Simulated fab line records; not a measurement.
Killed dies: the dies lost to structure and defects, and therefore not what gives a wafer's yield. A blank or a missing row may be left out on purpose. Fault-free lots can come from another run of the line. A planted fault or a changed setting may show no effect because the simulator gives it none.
Which tool did it? || flow sky130 || 30 wafers from 10 lots sampled at 4 of the route's 708 steps

## WHAT THE GAUGES READ, wafer by wafer
SKY_PASSIVATION_THK_MEAS_03. Usual: PASSIVATION_CVD_02_THK typically reads 539 nm, with standard deviation 6.9.
{"lot": "L219", "measured": "day 45 11:55", "on": "film-metro-01", "PASSIVATION_CVD_02_THK (nm)": "545 539 546", "flag": ""}
{"lot": "L220", "measured": "day 45 15:52", "on": "film-metro-02", "PASSIVATION_CVD_02_THK (nm)": "525 537 539", "flag": ""}
{"lot": "L222", "measured": "day 46 02:17", "on": "film-metro-03", "PASSIVATION_CVD_02_THK (nm)": "533 534 541", "flag": ""}
{"lot": "L223", "measured": "day 46 05:17", "on": "film-metro-01", "PASSIVATION_CVD_02_THK (nm)": "541 537 550", "flag": ""}
{"lot": "L224", "measured": "day 46 10:58", "on": "film-metro-02", "PASSIVATION_CVD_02_THK (nm)": "531 532 538", "flag": ""}
{"lot": "L229", "measured": "day 47 18:32", "on": "film-metro-03", "PASSIVATION_CVD_02_THK (nm)": "531 541 543", "flag": ""}
{"lot": "L230", "measured": "day 48 07:26", "on": "film-metro-03", "PASSIVATION_CVD_02_THK (nm)": "541 577 584 540 577 584", "flag": "OFF"}
{"lot": "L236", "measured": "day 48 21:47", "on": "film-metro-01", "PASSIVATION_CVD_02_THK (nm)": "524 537 536", "flag": ""}
{"lot": "L237", "measured": "day 49 10:56", "on": "film-metro-01", "PASSIVATION_CVD_02_THK (nm)": "532 531 541", "flag": ""}
{"lot": "L238", "measured": "day 49 14:16", "on": "film-metro-02", "PASSIVATION_CVD_02_THK (nm)": "533 537 546", "flag": ""}

## TOOL THAT RAN EACH LOT (tool first, then ch and the chambers of the sampled wafers, then the start)
{"lot": "L219", "SKY_VIA4_SPUTTER_17": "pvd-sputter-01, day 44 12:35", "SKY_METAL5_SPUTTER_04": "pvd-sputter-04, day 44 13:23", "SKY_PASSIVATION_CVD_02": "pecvd-03 ch 0,1,2, day 45 11:46"}
{"lot": "L220", "SKY_VIA4_SPUTTER_17": "pvd-sputter-01, day 44 16:53", "SKY_METAL5_SPUTTER_04": "pvd-sputter-04, day 44 17:41", "SKY_PASSIVATION_CVD_02": "pecvd-04 ch 0,1,2, day 45 15:38"}
{"lot": "L222", "SKY_VIA4_SPUTTER_17": "pvd-sputter-03, day 45 02:52", "SKY_METAL5_SPUTTER_04": "pvd-sputter-02, day 45 03:41", "SKY_PASSIVATION_CVD_02": "pecvd-04 ch 0,1, day 46 02:04"}
{"lot": "L223", "SKY_VIA4_SPUTTER_17": "pvd-sputter-01, day 45 05:52", "SKY_METAL5_SPUTTER_04": "pvd-sputter-02, day 45 06:46", "SKY_PASSIVATION_CVD_02": "pecvd-03 ch 0,2, day 46 05:04"}
{"lot": "L224", "SKY_VIA4_SPUTTER_17": "pvd-sputter-03, day 45 12:22", "SKY_METAL5_SPUTTER_04": "pvd-sputter-02, day 45 13:10", "SKY_PASSIVATION_CVD_02": "pecvd-03 ch 0,1, day 46 10:44"}
{"lot": "L229", "SKY_VIA4_SPUTTER_17": "pvd-sputter-04, day 46 19:56", "SKY_METAL5_SPUTTER_04": "pvd-sputter-02, day 46 20:44", "SKY_PASSIVATION_CVD_02": "pecvd-01 ch 1,2, day 47 18:18"}
{"lot": "L230", "SKY_VIA4_SPUTTER_17": "pvd-sputter-04, day 47 09:59", "SKY_METAL5_SPUTTER_04": "pvd-sputter-04, day 47 10:47", "SKY_PASSIVATION_CVD_02": "pecvd-03 ch 0,1, day 48 07:11"}
{"lot": "L236", "SKY_VIA4_SPUTTER_17": "pvd-sputter-03, day 48 00:11", "SKY_METAL5_SPUTTER_04": "pvd-sputter-04, day 48 01:22", "SKY_PASSIVATION_CVD_02": "pecvd-04 ch 0,1,2, day 48 21:32"}
{"lot": "L237", "SKY_VIA4_SPUTTER_17": "pvd-sputter-01, day 48 15:14", "SKY_METAL5_SPUTTER_04": "pvd-sputter-02, day 48 16:03", "SKY_PASSIVATION_CVD_02": "pecvd-01 ch 0,2, day 49 10:43"}
{"lot": "L238", "SKY_VIA4_SPUTTER_17": "pvd-sputter-01, day 48 18:31", "SKY_METAL5_SPUTTER_04": "pvd-sputter-04, day 48 19:20", "SKY_PASSIVATION_CVD_02": "pecvd-04 ch 1,2, day 49 14:02"}
- SKY_VIA4_SPUTTER_17: material TiN, target thk 20 nm, time 80 s.
- SKY_METAL5_SPUTTER_04: material TiN, target thk 70 nm, time 58.3 s.
- SKY_PASSIVATION_CVD_02: deposits Si3N4, target thk 540 nm.

## AS READ BY THE TOOLS THEMSELVES (means over the sampled wafers that have a number; for cases with no such wafer, the mark the record gives instead)
SKY_VIA4_SPUTTER_17. Usual: throttle-valve-pct 30.7 %, standard deviation 1.3.
{"lot": "L219", "tool": "pvd-sputter-01", "throttle-valve-pct (%)": 31.0, "flag": ""}
{"lot": "L220", "tool": "pvd-sputter-01", "throttle-valve-pct (%)": 30.5, "flag": ""}
{"lot": "L222", "tool": "pvd-sputter-03", "throttle-valve-pct (%)": 31.5, "flag": ""}
{"lot": "L223", "tool": "pvd-sputter-01", "throttle-valve-pct (%)": 30.4, "flag": ""}
{"lot": "L224", "tool": "pvd-sputter-03", "throttle-valve-pct (%)": 31.7, "flag": ""}
{"lot": "L229", "tool": "pvd-sputter-04", "throttle-valve-pct (%)": 30.1, "flag": ""}
{"lot": "L230", "tool": "pvd-sputter-04", "throttle-valve-pct (%)": 30.9, "flag": ""}
{"lot": "L236", "tool": "pvd-sputter-03", "throttle-valve-pct (%)": 31.9, "flag": ""}
{"lot": "L237", "tool": "pvd-sputter-01", "throttle-valve-pct (%)": 30.6, "flag": ""}
{"lot": "L238", "tool": "pvd-sputter-01", "throttle-valve-pct (%)": 31.1, "flag": ""}

SKY_METAL5_SPUTTER_04. Usual: throttle-valve-pct 29.8 %, standard deviation 1.3.
{"lot": "L219", "tool": "pvd-sputter-04", "throttle-valve-pct (%)": 30.0, "flag": ""}
{"lot": "L220", "tool": "pvd-sputter-04", "throttle-valve-pct (%)": 31.1, "flag": ""}
{"lot": "L222", "tool": "pvd-sputter-02", "throttle-valve-pct (%)": 29.5, "flag": ""}
{"lot": "L223", "tool": "pvd-sputter-02", "throttle-valve-pct (%)": 29.4, "flag": ""}
{"lot": "L224", "tool": "pvd-sputter-02", "throttle-valve-pct (%)": 29.6, "flag": ""}
{"lot": "L229", "tool": "pvd-sputter-02", "throttle-valve-pct (%)": 29.7, "flag": ""}
{"lot": "L230", "tool": "pvd-sputter-04", "throttle-valve-pct (%)": 28.8, "flag": ""}
{"lot": "L236", "tool": "pvd-sputter-04", "throttle-valve-pct (%)": 29.6, "flag": ""}
{"lot": "L237", "tool": "pvd-sputter-02", "throttle-valve-pct (%)": 28.7, "flag": ""}
{"lot": "L238", "tool": "pvd-sputter-04", "throttle-valve-pct (%)": 31.0, "flag": ""}

SKY_PASSIVATION_CVD_02. Usual: heater-power-w 707 W, standard deviation 120; rf-fwd-power-W 449.0 W, standard deviation 1.3.
{"lot": "L219", "tool": "pecvd-03", "heater-power-w (W)": 689, "rf-fwd-power-W (W)": 449.7, "flag": ""}
{"lot": "L220", "tool": "pecvd-04", "heater-power-w (W)": 744, "rf-fwd-power-W (W)": 449.3, "flag": ""}
{"lot": "L222", "tool": "pecvd-04", "heater-power-w (W)": 794, "rf-fwd-power-W (W)": 449.4, "flag": ""}
{"lot": "L223", "tool": "pecvd-03", "heater-power-w (W)": 690, "rf-fwd-power-W (W)": 448.7, "flag": ""}
{"lot": "L224", "tool": "pecvd-03", "heater-power-w (W)": 729, "rf-fwd-power-W (W)": 449.3, "flag": ""}
{"lot": "L229", "tool": "pecvd-01", "heater-power-w (W)": 661, "rf-fwd-power-W (W)": 450.2, "flag": ""}
{"lot": "L230", "tool": "pecvd-03", "heater-power-w (W)": 704, "rf-fwd-power-W (W)": 449.7, "flag": ""}
{"lot": "L236", "tool": "pecvd-04", "heater-power-w (W)": 765, "rf-fwd-power-W (W)": 449.5, "flag": ""}
{"lot": "L237", "tool": "pecvd-01", "heater-power-w (W)": 702, "rf-fwd-power-W (W)": 448.5, "flag": ""}
{"lot": "L238", "tool": "pecvd-04", "heater-power-w (W)": 644, "rf-fwd-power-W (W)": 448.7, "flag": ""}

## THE ANSWER, worked out from the rows above alone
Rule: a lot is off if the mean of its wafers that have a number lies more than 3 standard deviations from the usual mean. A lot without any number at a reading at which 4 lots or more have one is off too. Any other lot the step has rows for is counted as sound. The gauges are gone through in route order, then the tools' own readings, and for those a lot's mean is taken as printed above. The first step at which some lot is off is used, and at that step the reading that is off furthest; a lot without a number counts as furthest.
Off: L230, seen at SKY_PASSIVATION_THK_MEAS_03 (PASSIVATION_CVD_02_THK).
If a tool, at a process step before that reading, ran all the lots that are off and no sound lot after the first of them, it fits. Gauges at SKY_PASSIVATION_THK_MEAS_03: tried the same way as those tools. Can't be told from this: 3 tools fit, pvd-sputter-04 at SKY_VIA4_SPUTTER_17, pecvd-03 at SKY_PASSIVATION_CVD_02, film-metro-03 at SKY_PASSIVATION_THK_MEAS_03.

## WHAT THE SIMULATOR PUT IN
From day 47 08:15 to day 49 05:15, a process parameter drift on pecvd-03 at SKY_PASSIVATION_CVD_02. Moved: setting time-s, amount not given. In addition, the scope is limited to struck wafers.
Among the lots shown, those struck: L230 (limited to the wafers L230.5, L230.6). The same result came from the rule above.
